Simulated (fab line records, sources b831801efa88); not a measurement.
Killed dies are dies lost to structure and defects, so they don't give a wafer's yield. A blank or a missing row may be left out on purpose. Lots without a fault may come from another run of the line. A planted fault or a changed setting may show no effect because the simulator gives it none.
fab line records | flow sky130
record lots=5 wafers=15 last_day=50
route steps=708 shown SONOS_TUNNEL@158 SONOS_ONO@168 GATE_OXIDE@187 VIA1@472 PAD_OPEN@708
lots that met no fault: from a run of the same line without faults
start_h: hours from the record's first day to the start of the lot's first wafer shown | wait_h: hours since the lot's step before | " the same as in the row above | L1.1+2: a row that stands for several wafers | - no value, or no start given | * or withheld: withheld | < > ~ a bound
route shown NAME@n: a module of which the file shows steps, and the number in the route of the first | usual: mean/standard deviation of fault-free wafers | same: alike in all rows | chamber/n: place in a boat | sites: the reading at each site | _std_site: their standard deviation | _edge_site: outer sites' mean less inner sites' | radius_mm: how far each site lies from the wafer's centre | mask NAME#n: copy n | behind: the tool/chamber that last shaped the wafer | hold: why the lot was held/for how many hours/how that ended | device: the transistor (n, p or np) that didn't switch | end of line: the same wafers' tests at the end of the route | a step without rows: its recipe alone | killed: dies lost to structure and defects at the first sort, not the wafer's yield | map: a wafer's dies, x killed, . not, _ none there
set.NAME: the setting as run; set.NAME@STEP: as run at that earlier step | model.NAME: the simulator's own value behind a step, which no gauge read
lots at some steps of the route; a table a step, a row a wafer
services: from which hour (start_h, from the record's first day; less than 0 if before it) a tool's chamber was out of use, for how many hours, and why
## steps
# step SKY_SONOS_TUNNEL_EXPOSE_04
# recipe mask_id=TUNM na=0.6 source_shape=conventional sigma_outer=0.6 polarization=unpolarized target_cd_nm=410 dose_mj=136
# step SKY_SONOS_TUNNEL_PEB_05
# recipe temp_c=withheld time_s=* resist=NOVOLAK
# step SKY_SONOS_TUNNEL_DEVELOP_06
# recipe resist=NOVOLAK developer=TMAH develop_time_s=60 dev_temp_c=23
# step SKY_SONOS_TUNNEL_IMPLANT_09
# recipe species=B energy_kev=20 dose_cm2=1e+12 tilt_deg=withheld
# step SKY_SONOS_TUNNEL_WET_ETCH_10
# recipe chemistry=dHF target_depth_nm=14 target=SiO2 dilution=100:1 temp_c=25 time_s=280
# step SKY_SONOS_TUNNEL_STRIP_11
# recipe chemistry=SPM time_s=600 temp_c=130
# step SKY_SONOS_TUNNEL_CLEAN_13
# recipe chemistry=dHF time_s=20 dilution=100:1 dry=ipa_marangoni
# step SKY_SONOS_ONO_OXIDATION_00
# recipe temp_c=800 ambient=O2 idle_temp_c=700 ramp_up_c_per_min=10 ramp_down_c_per_min=3 stabilise_s=600 purge_s=300 target_thk_a=26 ox_time_s=1249
# step SKY_SONOS_ONO_CVD_02
# recipe material=Si3N4 precursor=DCS/NH3 target_thk_nm=10.5 temp_c=770 time_s=180 pressure_mtorr=250
# usual pressure_mtorr=250.1/0.51 spike_tc_centre_C=770.1/1
# columns lot.wafer tool chamber start_h wait_h pressure_mtorr spike_tc_centre_C model.Si3N4_of_SONOS_ONO_CVD_02.thk_nm
L636.2 lpcvd-02 0 265.82 0.2 251.0 771.1 10.36
L636.4 " 0 " " 250.0 770.2 10.55
L636.5 " 0 " " 250.3 770.7 10.53
L645.1 lpcvd-02 0 351.16 2.4 249.9 770.2 11.5
L645.3 " 0 " " 250.8 769.4 11.45
L645.5 " 0 " " 250.7 770.8 11.36
L647.2 lpcvd-02 1 355.20 1.5 250.3 769.3 11.47
L647.4 " 1 " " 250.4 770.7 11.48
L647.5 " 1 " " 250.8 768.4 11.52
L646.1 lpcvd-02 1 357.61 2.0 250.5 769.8 11.45
L646.2 " 1 " " 249.9 769.8 11.56
L646.5 " 1 " " 250.0 769.8 11.53
L656.2 lpcvd-02 1 426.63 0.0 250.4 769.6 10.66
L656.4 " 1 " " 251.0 768.7 10.6
L656.5 " 1 " " 251.4 770.9 10.51
# step SKY_SONOS_ONO_THK_MEAS_03
# recipe reads=Si3N4_of_SONOS_ONO_CVD_02
# usual SONOS_ONO_CVD_02_THK=10.46/0.11
# columns lot.wafer tool chamber start_h wait_h SONOS_ONO_CVD_02_THK[nm]
L636.2 film_metro-04 - 266.88 0.0 10.34
L636.4 " - " " 10.54
L636.5 " - " " 10.54
L645.1 film_metro-01 - 352.21 0.0 11.43
L645.3 " - " " 11.44
L645.5 " - " " 11.32
L647.2 film_metro-01 - 356.26 0.0 11.48
L647.4 " - " " 11.54
L647.5 " - " " 11.54
L646.1 film_metro-01 - 358.66 0.0 11.43
L646.2 " - " " 11.57
L646.5 " - " " 11.52
L656.2 film_metro-02 - 427.69 0.0 10.65
L656.4 " - " " 10.62
L656.5 " - " " 10.50
# step SKY_SONOS_ONO_CVD_04
# recipe material=SiO2 precursor=SiH4/N2O target_thk_nm=5.7199 temp_c=900 pressure_mtorr=400
# step SKY_SONOS_ONO_DEHYDRATE_06
# recipe temp_c=200 time_s=60
# step SKY_SONOS_ONO_HMDS_07
# recipe prime_time_s=60 prime_temp_c=120
# step SKY_SONOS_ONO_COAT_08
# recipe resist=NOVOLAK spin_rpm=3000 resist_thk_nm=1140
# step SKY_SONOS_ONO_SOFTBAKE_09
# recipe temp_c=90 time_s=60 resist=NOVOLAK
# step SKY_SONOS_ONO_EXPOSE_10
# recipe mask_id=ONOM target_cd_nm=410 na=0.6 source_shape=conventional sigma_outer=0.6 dose_mj=150
# step SKY_SONOS_ONO_PEB_11
# recipe temp_c=withheld time_s=* resist=NOVOLAK
# step SKY_SONOS_ONO_DEVELOP_12
# recipe develop_time_s=60 dev_temp_c=23
# step SKY_SONOS_ONO_ETCH_15
# recipe target_depth_nm=19.52 chemistry=CHF3/O2 source_w=600 bias_w=200 pressure_mtorr=40 chf3_flow_sccm=50 O2_flow_sccm=5 time_s=7.8
# step SKY_SONOS_ONO_WET_ETCH_16
# recipe chemistry=dHF target_depth_nm=14 dry=n2_spin target=SiO2 dilution=100:1 temp_c=25 time_s=280
# step SKY_SONOS_ONO_STRIP_17
# recipe chemistry=O2/N2 power_w=1400 pressure_mtorr=1500 platen_temp_c=withheld o2_flow_sccm=3000 n2_flow_sccm=300 overash_fraction=0.5
# step SKY_SONOS_ONO_WET_ETCH_18
# recipe chemistry=H3PO4 target_depth_nm=15 target=Si3N4 temp_c=160 time_s=172
# step SKY_GATE_OXIDE_CLEAN_00
# recipe chemistry=SC1/SC2 mix=1:4:20 temp_c=70 time_s=150 dry=n2_spin
# step SKY_GATE_OXIDE_OXIDATION_01
# recipe temp_c=900 ambient=O2 stabilise_s=600 purge_s=300 target_thk_a=102.68 ox_time_s=1473
# step SKY_GATE_OXIDE_DEHYDRATE_03
# recipe temp_c=200 time_s=60
# step SKY_GATE_OXIDE_HMDS_04
# recipe prime_time_s=60 prime_temp_c=120
# step SKY_GATE_OXIDE_COAT_05
# recipe resist=NOVOLAK spin_rpm=3000 resist_thk_nm=1140
# step SKY_GATE_OXIDE_SOFTBAKE_06
# recipe temp_c=90 time_s=60 resist=NOVOLAK
# step SKY_GATE_OXIDE_EXPOSE_07
# recipe mask_id=LVOM na=0.6 source_shape=conventional sigma_outer=0.6 polarization=unpolarized target_cd_nm=600 dose_mj=170
# step SKY_GATE_OXIDE_PEB_08
# recipe temp_c=withheld time_s=* resist=NOVOLAK
# step SKY_GATE_OXIDE_DEVELOP_09
# recipe resist=NOVOLAK developer=TMAH develop_time_s=60 dev_temp_c=23
# step SKY_GATE_OXIDE_IMPLANT_11
# recipe species=B energy_kev=10 dose_cm2=2.6e+12 tilt_deg=withheld
# step SKY_GATE_OXIDE_WET_ETCH_12
# recipe chemistry=dHF target_depth_nm=16.8 dry=n2_spin target=SiO2 dilution=100:1 temp_c=25 time_s=336
# step SKY_VIA1_ETCH_14
# recipe chemistry=N2/H2 target=BARC ion_energy_ev=200 source_w=500 bias_w=100 pressure_mtorr=30 n2_flow_sccm=100 h2_flow_sccm=200 stop_on=SiO2 time_s=45.9 target_depth_a=600
# usual drypump_motor_current_A=5.7/0.5 oes_product_au=0.855/0.0045 throttle_valve_pct=13.225/0.0084
# columns lot.wafer tool chamber start_h wait_h drypump_motor_current_A oes_product_au rf_hours_counter_h throttle_valve_pct model.VIA1.cd_nm
L636.2 rie_diel-01 2 811.30 0.0 5.8 0.863 12 13.221 150.2
L636.4 " 1 " " 6.2 0.853 13 13.224 144.9
L636.5 " 2 " " 5.8 0.848 - 13.218 150.8
L645.1 rie_diel-01 1 893.61 0.0 6.2 0.852 16 13.241 167
L645.3 " 0 " " 6.1 0.852 12 13.233 169
L645.5 " 3 " " 5.0 0.851 - 13.236 167.8
L647.2 rie_diel-01 2 898.06 0.0 5.8 0.850 15 13.230 146.7
L647.4 " 3 " " 5.1 0.855 8 13.223 146.9
L647.5 " 1 " " 6.2 0.857 - 13.219 146.2
L646.1 rie_diel-02 3 898.88 0.0 5.3 0.854 2 13.239 170.5
L646.2 " 2 " " 5.1 0.856 8 13.229 168.2
L646.5 " 1 " " 6.1 0.856 - 13.241 167.9
L656.2 rie_diel-02 2 961.98 0.0 5.1 0.851 9 13.213 151
L656.4 " 1 " " 6.1 0.859 20 13.211 150.4
L656.5 " 2 " " 5.1 0.852 - 13.230 151.9
# step SKY_PAD_OPEN_PROBE_99
# usual killed_at_M0_to_M3=46/6.7 killed_at_M4_up=3.3/2 killed_at_contacts=24/5.4 killed_at_front_end=15/4.3 killed_at_other=0.4/0.64 killed_dies=89/9.1 killed_open=48/7.2 killed_short=40/6.3
# same gross_dies=492 killed_at_back_side=0
# columns lot.wafer tool chamber start_h wait_h killed_at_M0_to_M3 killed_at_M4_up killed_at_contacts killed_at_front_end killed_at_other killed_dies killed_open killed_short model.etest.sonos_erased.drive_ua_um model.etest.via1_chain.rc_ohm model.etest.cap_ono.gate_log10_a_cm2 model.etest.cap_ono.gate_bv_v model.etest.cap_ono.tox_acc_nm model.etest.sonos_programmed.vt_v model.etest.sonos_erased.vt_v model.etest.sonos_baked.vt_v
L636.2 prober-02 - 1093.21 0.1 42 5 27 15 0 89 51 37 222.7 16.1 -7.778 16.18 12.76 1.505 -2.362 1.007
L636.4 prober-02 - 1093.31 0.2 50 0 29 16 2 97 48 46 195.8 17.97 -7.964 16.66 12.95 1.453 -2.274 0.9779
L636.5 prober-02 - 1093.36 0.2 55 4 28 16 1 104 39 65 192.5 14.78 -7.794 16.71 12.83 1.547 -2.328 0.9901
L645.1 prober-02 - 1156.81 0.1 44 6 32 20 2 104 53 51 137 13.33 -8.502 17.01 13.39 1.192 -2.027 0.817
L645.3 prober-02 - 1156.91 0.2 31 5 27 16 1 80 45 35 155.9 12.3 -8.572 17.23 13.39 1.186 -2.074 0.7778
L645.5 prober-02 - 1157.01 0.2 46 2 27 23 2 100 49 50 148.6 13.15 -8.461 16.53 13.28 1.239 -2.11 0.8305
L646.1 prober-01 - 1160.09 0.1 40 2 23 18 0 83 37 46 173.8 12.93 -8.52 17.15 13.31 1.235 -2.098 0.8692
L646.2 prober-01 - 1160.14 0.1 41 8 23 21 0 93 42 50 184.2 12.07 -8.573 16.34 13.33 1.19 -2.122 0.8314
L646.5 prober-01 - 1160.29 0.2 43 3 22 10 0 78 43 35 165.8 13.93 -8.616 16.97 13.38 1.225 -2.05 0.7946
L647.2 prober-02 - 1162.71 0.1 56 2 32 11 0 101 54 47 176.1 16.76 -8.192 16.74 13.13 1.323 -2.203 0.9256
L647.4 prober-02 - 1162.81 0.2 56 4 30 9 0 99 55 44 188.4 16.35 -8.369 16.49 13.15 1.286 -2.184 0.8241
L647.5 prober-02 - 1162.86 0.2 48 4 32 9 0 93 49 44 150.5 17.68 -8.35 16.72 13.22 1.281 -2.148 0.8399
L656.2 prober-01 - 1203.75 0.1 50 2 19 15 0 86 48 38 172.5 16.58 -8.152 16.3 13.1 1.444 -2.193 0.9093
L656.4 prober-01 - 1203.85 0.2 52 5 23 9 0 89 51 38 200.8 17.33 -8.175 16.94 13.06 1.403 -2.221 0.8763
L656.5 prober-01 - 1203.90 0.2 48 5 20 14 0 87 51 36 187.7 16.09 -8.138 16.5 12.99 1.411 -2.249 0.9318
# killed by level:class
L636.2 VIA1:geometric_particle:open=13 CONTACT:geometric_particle:open=11 VIA2:geometric_particle:open=7 FIELD_ISO:geometric_particle:open=5 LI_CONTACT:geometric_particle:open=5 CONTACT:geometric_particle:short=5 VIA1:geometric_particle:short=5 METAL4:geometric_particle:short=5
L636.4 CONTACT:geometric_particle:open=14 VIA1:geometric_particle:open=8 VIA3:geometric_particle:open=8 FIELD_ISO:geometric_particle:short=6 METAL2:geometric_particle:short=6 METAL1:geometric_particle:short=6 VIA1:geometric_particle:short=6 VIA2:geometric_particle:short=5
L636.5 METAL2:geometric_particle:short=12 VIA1:geometric_particle:open=9 CONTACT:geometric_particle:short=9 VIA3:geometric_particle:short=7 VIA3:geometric_particle:open=7 CONTACT:geometric_particle:open=6 METAL3:geometric_particle:short=6 FIELD_ISO:geometric_particle:short=5
L645.1 CONTACT:geometric_particle:open=11 LI_CONTACT:geometric_particle:open=7 METAL1:geometric_particle:short=7 VIA1:geometric_particle:open=7 METAL2:geometric_particle:short=7 FIELD_ISO:geometric_particle:open=6 CONTACT:geometric_particle:short=6 POLY_GATE:geometric_particle:open=5
L645.3 VIA1:geometric_particle:open=10 CONTACT:geometric_particle:open=9 FIELD_ISO:geometric_particle:open=6 VIA2:geometric_particle:open=6 LI_CONTACT:geometric_particle:open=6 FIELD_ISO:geometric_particle:short=4 LOCAL_INTERCONNECT:geometric_particle:short=4 CONTACT:geometric_particle:short=4
L645.5 CONTACT:geometric_particle:open=10 LI_CONTACT:geometric_particle:open=9 FIELD_ISO:geometric_particle:short=8 VIA1:geometric_particle:open=8 POLY_GATE:geometric_particle:short=6 METAL2:geometric_particle:short=6 VIA2:geometric_particle:open=5 VIA2:geometric_particle:short=5
L646.1 VIA1:geometric_particle:open=11 POLY_GATE:geometric_particle:short=9 METAL2:geometric_particle:short=9 CONTACT:geometric_particle:open=8 LI_CONTACT:geometric_particle:open=6 VIA1:geometric_particle:short=6 CONTACT:geometric_particle:short=5 FIELD_ISO:geometric_particle:short=4
L646.2 CONTACT:geometric_particle:open=9 METAL1:geometric_particle:short=8 VIA3:geometric_particle:open=7 VIA1:geometric_particle:open=6 POLY_GATE:geometric_particle:open=4 POLY_CUT:geometric_particle:short=4 LOCAL_INTERCONNECT:geometric_particle:short=4 LI_CONTACT:geometric_particle:open=4
L646.5 VIA3:geometric_particle:open=11 METAL2:geometric_particle:short=8 CONTACT:geometric_particle:open=8 LOCAL_INTERCONNECT:geometric_particle:short=7 VIA2:geometric_particle:open=7 LI_CONTACT:geometric_particle:open=5 VIA1:geometric_particle:short=4 POLY_GATE:geometric_particle:short=3
L647.2 CONTACT:geometric_particle:open=12 VIA2:geometric_particle:open=9 VIA1:geometric_particle:open=9 LI_CONTACT:geometric_particle:open=7 CONTACT:geometric_particle:short=7 VIA3:geometric_particle:open=7 METAL1:geometric_particle:short=6 METAL2:geometric_particle:short=5
L647.4 VIA1:geometric_particle:open=15 CONTACT:geometric_particle:open=10 LI_CONTACT:geometric_particle:open=9 VIA3:geometric_particle:open=8 METAL2:geometric_particle:short=7 FIELD_ISO:geometric_particle:open=5 VIA2:geometric_particle:open=5 METAL1:geometric_particle:short=5
L647.5 CONTACT:geometric_particle:open=15 VIA3:geometric_particle:open=9 VIA1:geometric_particle:short=9 VIA1:geometric_particle:open=9 FIELD_ISO:geometric_particle:short=6 CONTACT:geometric_particle:short=6 LI_CONTACT:geometric_particle:open=6 METAL2:geometric_particle:short=6
L656.2 VIA3:geometric_particle:open=9 VIA1:geometric_particle:open=9 METAL2:geometric_particle:short=9 LI_CONTACT:geometric_particle:open=6 CONTACT:geometric_particle:open=6 FIELD_ISO:geometric_particle:open=5 POLY_GATE:geometric_particle:short=4 POLY_GATE:geometric_particle:open=4
L656.4 VIA1:geometric_particle:open=12 VIA3:geometric_particle:open=10 LI_CONTACT:geometric_particle:open=9 CONTACT:geometric_particle:open=7 FIELD_ISO:geometric_particle:short=5 VIA1:geometric_particle:short=5 METAL1:geometric_particle:short=4 VIA3:geometric_particle:short=4
L656.5 VIA1:geometric_particle:open=13 VIA3:geometric_particle:open=10 CONTACT:geometric_particle:open=9 LI_CONTACT:geometric_particle:open=7 FIELD_ISO:geometric_particle:short=6 METAL2:geometric_particle:short=5 METAL1:geometric_particle:short=4 VIA2:geometric_particle:short=4
## services
# columns tool chamber start_h hours kind
lpcvd-02 - 243.82 0.8 pm
rie_diel-01 2 304.52 34.0 repair
rie_diel-01 0 338.50 - clean
rie_diel-01 0 338.50 28.0 scheduled_down
rie_diel-01 0 338.50 28.0 vent_cycle
rie_diel-02 3 338.93 2.5 repair
rie_diel-01 3 346.51 3.4 repair
lpcvd-02 - 400.62 2.8 pm
lpcvd-02 - 403.31 2.5 repair
rie_diel-01 3 419.32 35.4 repair
rie_diel-02 3 467.47 5.6 repair
rie_diel-02 2 483.10 5.0 repair
rie_diel-01 2 484.74 2.4 repair
rie_diel-01 3 492.05 1.2 repair
rie_diel-02 3 517.47 22.4 repair
rie_diel-01 2 521.37 7.7 repair
rie_diel-01 3 523.99 5.7 repair
rie_diel-01 1 560.80 3.6 repair
rie_diel-01 0 676.67 6.6 repair
rie_diel-01 3 684.43 9.5 repair
rie_diel-01 1 728.51 5.6 repair
rie_diel-01 - 758.15 14.6 pm
rie_diel-02 3 775.90 12.9 repair
rie_diel-01 2 814.95 5.2 repair
## key
first_sign step=SKY_SONOS_ONO_THK_MEAS_03 reading=SONOS_ONO_CVD_02_THK direction=up sigmas=8.8 usual=10.46 struck=11.47
effect none on later readings
model_effect step=SKY_SONOS_ONO_CVD_02 value=Si3N4_of_SONOS_ONO_CVD_02.thk_nm without=10.55 struck=11.48
model_effect step=SKY_VIA1_ETCH_14 value=VIA1.cd_nm without=148.5 struck=161.1
model_effect step=SKY_PAD_OPEN_PROBE_99 value=etest.sonos_erased.drive_ua_um without=190 struck=164.5
met_at SKY_SONOS_ONO_CVD_02
struck_wafers L645.1,L645.3,L645.5,L646.1,L646.2,L646.5,L647.2,L647.4,L647.5
tester_left_out L645,L646,L647
loop_trim step=SKY_VIA1_EXPOSE_09 setting=dose lots=L645,L646
onset_between 265.82 351.16
fault kind=process_parameter_drift tool=lpcvd-02 chamber=- onset_h=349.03 steps=SKY_SONOS_ONO_CVD_02 channel=time_s offset=* shape=step end_h=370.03 acts_in=* stated=*
# tester_left_out: of these lots the tester's yield and bins aren't shown, on N5 and GAA mostly nor the transistor test; their killed dies are dies lost to structure and defects alone, not to doping, threshold or leakage, so they don't give the yield
# loop_trim: a control loop set the setting to another value than it would have without faults
